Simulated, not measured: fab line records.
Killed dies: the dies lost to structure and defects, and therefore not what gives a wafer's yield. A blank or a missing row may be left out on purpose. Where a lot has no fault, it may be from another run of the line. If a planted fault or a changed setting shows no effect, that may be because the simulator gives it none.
fab line records + flow gf180mcu
[record]
- lots = 13
- wafers = 38
- last_day = 34
route steps=602 shown STI@13 VT_IMPLANT@125 M1@332
lots that met no fault: taken from a fault-free run of the same line
start_h: the number of hours between the record's first day and the start of the first shown wafer of the lot + wait_h: hours elapsed since this lot's preceding step + " same as the row above + L1.1+2: a single row standing in for several wafers + - value missing, or start not given + * or withheld: withheld + < > ~ a bound
route shown NAME@n: a module of which the file shows steps, and the number in the route of the first + usual: the fault-free wafers' mean and standard deviation + same: alike in all rows + chamber/n: place in a boat + sites: each site's reading + _std_site: their standard deviation + _edge_site: outer sites' mean less inner sites' + radius_mm: for every site, how far away it sits from the centre of the wafer + mask NAME#n: copy n + behind: the last tool/chamber to shape the wafer + hold: the reason the lot was held/the length of the hold in hours/how it ended + device: the n, p or np transistor that did not switch + end of line: the same wafers' tests at the end of the route + step lacking rows: just its recipe + killed: dies lost to structure and defects at the first sort, not the wafer's yield + map: dies across one wafer; x = killed, . = not, _ = none there
set.NAME: the setting the step ran with; set.NAME@STEP: the setting that earlier step ran with + model.NAME: the simulator's own value behind a step, which no gauge read
steps of the route over a sample of lots; a table a step, a row a wafer
services: a tool's chamber out of use, with start hour (start_h, from the record's first day; less than 0 if before it), hours out, and reason
[[steps]]
[step GF_STI_CD_MEAS_12]
[recipe]
- target_cd_nm = 220
[usual]
- cd_nm = 219.7/1.3
| lot.wafer | tool      | chamber | start_h | wait_h | cd_nm |
|-----------|-----------|---------|---------|--------|-------|
| L939.1    | cd_sem-02 | -       | 29.86   | 0.1    | 219.1 |
| L939.2    | "         | -       | "       | "      | 220.0 |
| L939.3    | "         | -       | "       | "      | 221.0 |
| L940.1    | cd_sem-02 | -       | 35.64   | 0.1    | 219.0 |
| L940.2    | "         | -       | "       | "      | 220.1 |
| L940.3    | "         | -       | "       | "      | 219.8 |
| L941.1    | cd_sem-01 | -       | 40.01   | 0.1    | 220.8 |
| L941.5    | "         | -       | "       | "      | 220.8 |
| L941.6    | "         | -       | "       | "      | 220.6 |
| L942.1    | cd_sem-02 | -       | 45.99   | 0.1    | 218.0 |
| L942.2    | "         | -       | "       | "      | 218.1 |
| L942.4    | "         | -       | "       | "      | 219.8 |
| L944.3    | cd_sem-01 | -       | 56.38   | 0.1    | 218.8 |
| L944.5    | "         | -       | "       | "      | 219.0 |
| L944.6    | "         | -       | "       | "      | 218.8 |
| L946.1    | cd_sem-01 | -       | 66.04   | 0.1    | 217.7 |
| L946.5    | "         | -       | "       | "      | 219.3 |
| L946.6    | "         | -       | "       | "      | 219.3 |
| L948.1    | cd_sem-02 | -       | 76.91   | 0.1    | 222.2 |
| L948.2    | "         | -       | "       | "      | 221.6 |
| L948.4    | "         | -       | "       | "      | 222.2 |
| L950.1    | cd_sem-02 | -       | 87.56   | 0.2    | 218.5 |
| L950.2    | "         | -       | "       | "      | 218.4 |
| L950.4    | "         | -       | "       | "      | 218.8 |
| L951.4    | cd_sem-01 | -       | 93.65   | 0.1    | 218.4 |
| L951.5    | "         | -       | "       | "      | 217.3 |
| L951.6    | "         | -       | "       | "      | 218.2 |
| L957.4    | cd_sem-02 | -       | 124.00  | 0.1    | 220.4 |
| L957.5    | "         | -       | "       | "      | 221.5 |
| L957.6    | "         | -       | "       | "      | 221.1 |
| L959.3    | cd_sem-02 | -       | 134.45  | 0.1    | 219.5 |
| L959.5    | "         | -       | "       | "      | 219.6 |
| L959.6    | "         | -       | "       | "      | 220.0 |
| L960.1    | cd_sem-02 | -       | 139.16  | 0.1    | 221.5 |
| L960.5    | "         | -       | "       | "      | 220.4 |
| L961.4    | cd_sem-02 | -       | 144.54  | 0.1    | 220.7 |
| L961.5    | "         | -       | "       | "      | 220.9 |
| L961.6    | "         | -       | "       | "      | 219.7 |
[step GF_STI_CMP_25]
[recipe]
- stop_on = Si3N4
- t_overpolish_s = 33
- down_force_psi = 4
- platen_rpm = 60
- target_thk_nm = 524.6
- pad_velocity_m_s = 0.94248
[usual]
- motor_current_A = 11.7/1.1
- overpolish_run_s = 33.001/0.0089
- time_to_endpoint_s = 125/4.2
| lot.wafer | tool   | chamber | start_h | wait_h | motor_current_A | overpolish_run_s | time_to_endpoint_s |
|-----------|--------|---------|---------|--------|-----------------|------------------|--------------------|
| L939.1    | cmp-02 | 3       | 32.44   | 0.1    | 10.1            | 33.017           | 129                |
| L939.2    | "      | 1       | "       | "      | 11.8            | 32.989           | 120                |
| L939.3    | "      | 2       | "       | "      | 13.6            | 33.013           | 120                |
| L940.2    | cmp-02 | 2       | 37.84   | 0.0    | 13.8            | 33.000           | 123                |
| L940.1    | "      | 3       | "       | "      | 10.3            | 32.998           | 124                |
| L940.3    | "      | 1       | "       | "      | 11.2            | 33.010           | 117                |
| L941.1    | cmp-02 | 1       | 42.27   | 0.1    | 11.0            | 32.995           | 117                |
| L941.5    | "      | 3       | "       | "      | 10.2            | 32.983           | 126                |
| L941.6    | "      | 0       | "       | "      | 11.9            | 32.991           | 123                |
| L942.2    | cmp-02 | 2       | 48.08   | 0.1    | 13.1            | 33.002           | 125                |
| L942.4    | "      | 3       | "       | "      | 10.0            | 32.999           | 135                |
| L942.1    | "      | 0       | "       | "      | 12.6            | 33.001           | 130                |
| L944.3    | cmp-01 | 2       | 58.53   | 0.2    | 13.2            | 33.011           | 124                |
| L944.6    | "      | 3       | "       | "      | 11.2            | 32.996           | 124                |
| L944.5    | "      | 0       | "       | "      | 11.0            | 32.998           | 127                |
| L946.1    | cmp-02 | 2       | 69.25   | 1.2    | 13.3            | 33.012           | 120                |
| L946.6    | "      | 1       | "       | "      | 11.1            | 33.007           | 119                |
| L946.5    | "      | 2       | "       | "      | 12.8            | 33.006           | 125                |
| L948.1    | cmp-02 | 2       | 79.00   | 0.1    | 13.6            | 33.017           | 122                |
| L948.2    | "      | 3       | "       | "      | 10.1            | 32.992           | 127                |
| L948.4    | "      | 0       | "       | "      | 12.3            | 32.994           | 127                |
| L950.2    | cmp-02 | 3       | 89.67   | 0.1    | 9.9             | 33.014           | 131                |
| L950.1    | "      | 0       | "       | "      | 12.3            | 33.006           | 124                |
| L950.4    | "      | 1       | "       | "      | 10.9            | 33.000           | 121                |
| L951.4    | cmp-02 | 0       | 97.14   | 0.1    | 12.7            | 32.997           | 126                |
| L951.6    | "      | 2       | "       | "      | 12.9            | 32.991           | 126                |
| L951.5    | "      | 3       | "       | "      | 9.8             | 33.004           | 131                |
| L957.4    | cmp-01 | 3       | 126.32  | 0.1    | 12.0            | 32.997           | 129                |
| L957.6    | "      | 2       | "       | "      | 13.1            | 32.998           | 131                |
| L957.5    | "      | 3       | "       | "      | 11.1            | 33.007           | 131                |
| L959.3    | cmp-01 | 3       | 138.32  | 0.1    | 11.5            | 32.998           | 130                |
| L959.6    | "      | 2       | "       | "      | 13.2            | 32.990           | 130                |
| L959.5    | "      | 3       | "       | "      | 11.0            | 33.001           | 133                |
| L960.1    | cmp-02 | 0       | 142.03  | 0.2    | 12.0            | 33.009           | 130                |
| L960.5    | "      | 2       | "       | "      | 12.6            | 33.006           | 126                |
| L961.4    | cmp-01 | 3       | 147.03  | 0.1    | 11.9            | 33.010           | 134                |
| L961.6    | "      | 2       | "       | "      | 13.2            | 32.993           | 128                |
| L961.5    | "      | 3       | "       | "      | 11.5            | 33.006           | 136                |
[step GF_VT_IMPLANT_COAT_35]
[recipe]
- resist = NOVOLAK
- spin_rpm = 3000
- resist_thk_nm = 1000
| lot.wafer  | tool           | chamber | start_h | wait_h |
|------------|----------------|---------|---------|--------|
| L939.1+2+3 | litho_track-03 | 0       | 155.30  | 0.1    |
| L940.1+2+3 | litho_track-04 | 0       | 162.79  | 0.1    |
| L941.1+5+6 | litho_track-01 | 0       | 169.68  | 0.1    |
| L942.1+2+4 | litho_track-01 | 0       | 173.93  | 0.1    |
| L944.3+5+6 | litho_track-01 | 0       | 187.68  | 0.1    |
| L946.1+5+6 | litho_track-04 | 0       | 200.14  | 0.1    |
| L948.1+2+4 | litho_track-03 | 0       | 213.60  | 0.1    |
| L950.1+2+4 | litho_track-01 | 0       | 227.23  | 0.1    |
| L951.4+5+6 | litho_track-01 | 0       | 233.76  | 0.1    |
| L957.4+5+6 | litho_track-03 | 0       | 270.08  | 0.1    |
| L959.3+5+6 | litho_track-04 | 0       | 285.04  | 0.1    |
| L960.1+5   | litho_track-03 | 0       | 290.15  | 0.1    |
| L961.4+5+6 | litho_track-03 | 0       | 294.08  | 0.1    |
[step GF_VT_IMPLANT_STRIP_42]
[recipe]
- chemistry = O2/N2
- power_w = 1400
- pressure_mtorr = 1500
- platen_temp_c = 250
- o2_flow_sccm = 3000
- n2_flow_sccm = 300
- overash_fraction = 0.5
[usual]
- chamber_pressure_mTorr = 1500.0/1.5
- drypump_motor_current_A = 5.7/0.45
- heater_power_w = 367/28
- oes_product_au = 0.716/0.0044
- strip_time_to_endpoint_s = 12.65/0.033
| lot.wafer | tool            | chamber | start_h | wait_h | chamber_pressure_mTorr | drypump_motor_current_A | heater_power_w | oes_product_au | rf_hours_counter_h | strip_time_to_endpoint_s |
|-----------|-----------------|---------|---------|--------|------------------------|-------------------------|----------------|----------------|--------------------|--------------------------|
| L939.1    | plasma_asher-02 | 0       | 163.79  | 0.1    | 1501.5                 | 5.2                     | 331            | 0.710          | 5                  | 12.74                    |
| L939.2    | "               | 1       | "       | "      | 1498.7                 | 5.4                     | 353            | 0.719          | 5                  | 12.66                    |
| L939.3    | "               | 1       | "       | "      | 1500.2                 | 5.4                     | 361            | 0.712          | -                  | 12.65                    |
| L940.1    | plasma_asher-03 | 0       | 171.02  | 0.1    | 1500.0                 | 6.4                     | 392            | 0.714          | 49                 | 12.66                    |
| L940.2    | "               | 1       | "       | "      | 1501.3                 | 5.6                     | 407            | 0.722          | 49                 | 12.64                    |
| L940.3    | "               | 1       | "       | "      | 1500.6                 | 5.6                     | 407            | 0.715          | -                  | 12.65                    |
| L941.1    | plasma_asher-03 | 0       | 177.32  | 0.1    | 1500.0                 | 6.4                     | 382            | 0.715          | 50                 | 12.64                    |
| L941.5    | "               | 1       | "       | "      | 1503.0                 | 5.6                     | 399            | 0.710          | -                  | 12.68                    |
| L941.6    | "               | 0       | "       | "      | 1498.5                 | 6.4                     | 381            | 0.720          | -                  | 12.66                    |
| L942.1    | plasma_asher-03 | 0       | 182.57  | 0.1    | 1500.1                 | 6.4                     | 380            | 0.716          | 50                 | 12.61                    |
| L942.2    | "               | 1       | "       | "      | 1501.5                 | 5.6                     | 394            | 0.718          | 50                 | 12.63                    |
| L942.4    | "               | 0       | "       | "      | 1502.4                 | 6.4                     | 379            | 0.717          | -                  | 12.65                    |
| L944.3    | plasma_asher-03 | 1       | 195.96  | 0.1    | 1498.6                 | 5.6                     | 395            | 0.715          | -                  | 12.68                    |
| L944.5    | "               | 0       | "       | "      | 1498.7                 | 6.4                     | 376            | 0.713          | -                  | 12.65                    |
| L944.6    | "               | 1       | "       | "      | 1499.3                 | 5.6                     | 405            | 0.721          | -                  | 12.67                    |
| L946.1    | plasma_asher-03 | 0       | 208.74  | 0.1    | 1498.2                 | 6.4                     | 375            | 0.719          | 53                 | 12.58                    |
| L946.5    | "               | 0       | "       | "      | 1500.6                 | 6.4                     | 374            | 0.720          | -                  | 12.63                    |
| L946.6    | "               | 1       | "       | "      | 1500.6                 | 5.5                     | 406            | 0.715          | -                  | 12.60                    |
| L948.1    | plasma_asher-01 | 1       | 222.37  | 0.1    | 1502.2                 | 5.4                     | 331            | 0.715          | 59                 | 12.61                    |
| L948.2    | "               | 0       | "       | "      | 1495.8                 | 5.8                     | 370            | 0.722          | 59                 | 12.63                    |
| L948.4    | "               | 0       | "       | "      | 1499.8                 | 5.8                     | 368            | 0.717          | -                  | 12.66                    |
| L950.1    | plasma_asher-02 | 1       | 236.09  | 0.1    | 1499.4                 | 5.4                     | 350            | 0.717          | 12                 | 12.37                    |
| L950.2    | "               | 0       | "       | "      | 1495.4                 | 5.2                     | 334            | 0.718          | 12                 | 12.36                    |
| L950.4    | "               | 0       | "       | "      | 1500.8                 | 5.2                     | 328            | 0.714          | -                  | 12.35                    |
| L951.4    | plasma_asher-01 | 0       | 242.55  | 0.1    | 1499.9                 | 5.8                     | 355            | 0.717          | -                  | 12.25                    |
| L951.5    | "               | 1       | "       | "      | 1499.3                 | 5.4                     | 331            | 0.716          | -                  | 12.33                    |
| L951.6    | "               | 0       | "       | "      | 1501.2                 | 5.8                     | 363            | 0.706          | -                  | 12.32                    |
| L957.4    | plasma_asher-03 | 1       | 280.22  | 0.1    | 1501.7                 | 5.6                     | 403            | 0.716          | -                  | 12.64                    |
| L957.5    | "               | 0       | "       | "      | 1500.5                 | 6.4                     | 379            | 0.710          | -                  | 12.63                    |
| L957.6    | "               | 1       | "       | "      | 1503.3                 | 5.6                     | 415            | 0.709          | -                  | 12.67                    |
| L959.3    | plasma_asher-01 | 0       | 294.75  | 0.1    | 1498.0                 | 5.8                     | 359            | 0.720          | -                  | 12.63                    |
| L959.5    | "               | 1       | "       | "      | 1499.5                 | 5.4                     | 327            | 0.718          | -                  | 12.67                    |
| L959.6    | "               | 0       | "       | "      | 1499.0                 | 5.8                     | 363            | 0.714          | -                  | 12.63                    |
| L960.1    | plasma_asher-03 | 1       | 300.54  | 0.1    | 1500.0                 | 5.6                     | 417            | 0.712          | 62                 | 12.60                    |
| L960.5    | "               | 1       | "       | "      | 1500.8                 | 5.6                     | 417            | 0.720          | -                  | 12.64                    |
| L961.4    | plasma_asher-02 | 1       | 304.07  | 0.1    | 1499.2                 | 5.4                     | 354            | 0.721          | -                  | 12.68                    |
| L961.5    | "               | 0       | "       | "      | 1499.7                 | 5.2                     | 330            | 0.717          | -                  | 12.64                    |
| L961.6    | "               | 1       | "       | "      | 1500.1                 | 5.4                     | 352            | 0.719          | -                  | 12.68                    |
[step GF_M1_STRIP_17]
[recipe]
- chemistry = O2/N2
- power_w = 1400
- pressure_mtorr = 1500
- platen_temp_c = 250
- o2_flow_sccm = 3000
- n2_flow_sccm = 300
- overash_fraction = 0.5
[usual]
- chamber_pressure_mTorr = 1500.0/1.3
- drypump_motor_current_A = 5.6/0.42
- heater_power_w = 363/28
- oes_product_au = 0.532/0.0059
- strip_time_to_endpoint_s = 7.27/0.064
| lot.wafer | tool            | chamber | start_h | wait_h | chamber_pressure_mTorr | drypump_motor_current_A | heater_power_w | oes_product_au | rf_hours_counter_h | strip_time_to_endpoint_s |
|-----------|-----------------|---------|---------|--------|------------------------|-------------------------|----------------|----------------|--------------------|--------------------------|
| L939.1    | plasma_asher-03 | 0       | 406.87  | 0.1    | 1500.8                 | 6.4                     | 380            | 0.529          | 73                 | 7.22                     |
| L939.2    | "               | 1       | "       | "      | 1500.1                 | 5.5                     | 397            | 0.530          | 73                 | 7.28                     |
| L939.3    | "               | 0       | "       | "      | 1500.9                 | 6.4                     | 381            | 0.524          | -                  | 7.21                     |
| L940.1    | plasma_asher-03 | 1       | 418.87  | 0.1    | 1500.1                 | 5.6                     | 407            | 0.535          | 74                 | 7.32                     |
| L940.2    | "               | 0       | "       | "      | 1500.1                 | 6.4                     | 384            | 0.531          | 74                 | 7.14                     |
| L940.3    | "               | 1       | "       | "      | 1499.6                 | 5.6                     | 388            | 0.532          | -                  | 7.34                     |
| L941.1    | plasma_asher-03 | 1       | 431.47  | 0.1    | 1502.1                 | 5.6                     | 399            | 0.526          | 0                  | 7.20                     |
| L941.5    | "               | 1       | "       | "      | 1499.1                 | 5.6                     | 403            | 0.523          | -                  | 7.25                     |
| L941.6    | "               | 0       | "       | "      | 1500.9                 | 6.4                     | 392            | 0.529          | -                  | 7.17                     |
| L942.1    | plasma_asher-02 | 1       | 433.33  | 0.1    | 1501.3                 | 5.4                     | 357            | 0.533          | 30                 | 7.21                     |
| L942.2    | "               | 0       | "       | "      | 1502.2                 | 5.2                     | 331            | 0.536          | 30                 | 7.36                     |
| L942.4    | "               | 0       | "       | "      | 1498.8                 | 5.2                     | 331            | 0.542          | -                  | 7.38                     |
| L944.3    | plasma_asher-01 | 0       | 449.48  | 0.2    | 1499.6                 | 5.8                     | 360            | 0.530          | -                  | 7.23                     |
| L944.5    | "               | 0       | "       | "      | 1500.4                 | 5.8                     | 367            | 0.532          | -                  | 7.25                     |
| L944.6    | "               | 1       | "       | "      | 1500.1                 | 5.4                     | 334            | 0.529          | -                  | 7.26                     |
| L946.1    | plasma_asher-02 | 0       | 460.25  | 0.2    | 1499.2                 | 5.1                     | 323            | 0.522          | 33                 | 7.20                     |
| L946.5    | "               | 0       | "       | "      | 1497.8                 | 5.2                     | 329            | 0.531          | -                  | 7.26                     |
| L946.6    | "               | 1       | "       | "      | 1499.1                 | 5.4                     | 351            | 0.534          | -                  | 7.18                     |
| L948.1    | plasma_asher-01 | 1       | 479.33  | 0.1    | 1500.3                 | 5.4                     | 334            | 0.537          | 88                 | 7.30                     |
| L948.2    | "               | 0       | "       | "      | 1499.2                 | 5.8                     | 371            | 0.532          | 88                 | 7.23                     |
| L948.4    | "               | 0       | "       | "      | 1501.3                 | 5.8                     | 368            | 0.530          | -                  | 7.23                     |
| L950.1    | plasma_asher-03 | 1       | 500.71  | 0.1    | 1499.2                 | 5.6                     | 402            | 0.529          | 4                  | 7.21                     |
| L950.2    | "               | 0       | "       | "      | 1500.8                 | 6.4                     | 383            | 0.528          | 4                  | 7.28                     |
| L950.4    | "               | 1       | "       | "      | 1500.7                 | 5.6                     | 402            | 0.527          | -                  | 7.21                     |
| L951.4    | plasma_asher-02 | 1       | 503.42  | 0.1    | 1498.8                 | 5.4                     | 349            | 0.536          | -                  | 7.24                     |
| L951.5    | "               | 1       | "       | "      | 1500.8                 | 5.4                     | 356            | 0.532          | -                  | 7.26                     |
| L951.6    | "               | 0       | "       | "      | 1499.2                 | 5.2                     | 319            | 0.528          | -                  | 7.19                     |
| L957.4    | plasma_asher-02 | 1       | 554.43  | 0.1    | 1497.0                 | 5.4                     | 353            | 0.524          | -                  | 7.24                     |
| L957.5    | "               | 0       | "       | "      | 1502.1                 | 5.2                     | 328            | 0.528          | -                  | 7.24                     |
| L957.6    | "               | 1       | "       | "      | 1501.4                 | 5.4                     | 350            | 0.528          | -                  | 7.26                     |
| L959.3    | plasma_asher-02 | 1       | 561.22  | 0.1    | 1499.6                 | 5.4                     | 354            | 0.519          | -                  | 7.23                     |
| L959.5    | "               | 0       | "       | "      | 1499.1                 | 5.1                     | 333            | 0.528          | -                  | 7.19                     |
| L959.6    | "               | 1       | "       | "      | 1500.8                 | 5.4                     | 361            | 0.536          | -                  | 7.29                     |
| L960.1    | plasma_asher-03 | 1       | 566.53  | 0.1    | 1500.4                 | 5.6                     | 400            | 0.538          | 11                 | 7.27                     |
| L960.5    | "               | 0       | "       | "      | 1497.1                 | 6.4                     | 401            | 0.531          | -                  | 7.23                     |
| L961.4    | plasma_asher-02 | 0       | 568.45  | 0.1    | 1500.6                 | 5.2                     | 328            | 0.527          | -                  | 7.14                     |
| L961.5    | "               | 1       | "       | "      | 1500.7                 | 5.4                     | 364            | 0.529          | -                  | 7.18                     |
| L961.6    | "               | 0       | "       | "      | 1499.6                 | 5.2                     | 318            | 0.535          | -                  | 7.26                     |
[[services]]
| tool            | chamber | start_h | hours | kind   |
|-----------------|---------|---------|-------|--------|
| plasma_asher-01 | -       | 21.09   | 2.1   | repair |
| cmp-01          | -       | 62.21   | 1.1   | repair |
| cmp-02          | -       | 64.00   | 4.0   | pm     |
| plasma_asher-01 | -       | 78.97   | 13.8  | pm     |
| plasma_asher-02 | -       | 108.75  | 9.0   | pm     |
| plasma_asher-03 | -       | 158.35  | 2.8   | pm     |
| plasma_asher-01 | -       | 168.96  | 3.3   | repair |
| plasma_asher-02 | -       | 189.13  | 3.6   | repair |
| plasma_asher-02 | -       | 236.62  | 6.8   | repair |
| plasma_asher-02 | -       | 237.89  | 1.0   | repair |
| cmp-02          | -       | 255.23  | 6.9   | pm     |
| cmp-02          | -       | 267.97  | 5.8   | repair |
| plasma_asher-02 | -       | 300.93  | 0.8   | repair |
| plasma_asher-02 | -       | 340.67  | 1.4   | repair |
| plasma_asher-02 | -       | 379.15  | 14.6  | pm     |
| cmp-02          | -       | 395.36  | 11.5  | repair |
| cmp-02          | -       | 406.89  | 4.0   | pm     |
| plasma_asher-03 | -       | 421.25  | 9.0   | pm     |
| cmp-02          | -       | 428.24  | 7.9   | pm     |
| cmp-02          | -       | 436.51  | 1.5   | repair |
| plasma_asher-03 | -       | 461.96  | 15.6  | pm     |
| plasma_asher-03 | -       | 477.56  | 14.6  | pm     |
| cmp-02          | -       | 495.87  | 0.3   | repair |
| plasma_asher-03 | -       | 498.93  | 1.5   | repair |
[[key]]
[first_sign]
- step = GF_VT_IMPLANT_STRIP_42
- reading = strip_time_to_endpoint_s
- direction = down
- sigmas = 9.8
- usual = *
- struck = *
effect none on later readings
met_at GF_VT_IMPLANT_COAT_35
struck_lots L950,L951
tester_left_out L950,L951
not_acting_at GF_STI_CD_MEAS_12,GF_STI_CMP_25,GF_M1_STRIP_17
onset_between 187.68 227.23
[fault]
- kind = process_parameter_drift
- tool = litho_track-01
- chamber = -
- onset_h = 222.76
- steps = GF_VT_IMPLANT_COAT_35
- channel = resist_thk_nm
- offset = *
- shape = step
- end_h = 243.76
- acts_in = *
- stated = *
// tester_left_out: of these lots the tester's yield and bins aren't shown, on N5 and GAA mostly nor the transistor test; their killed dies are dies lost to structure and defects alone, not to doping, threshold or leakage, so they don't give the yield
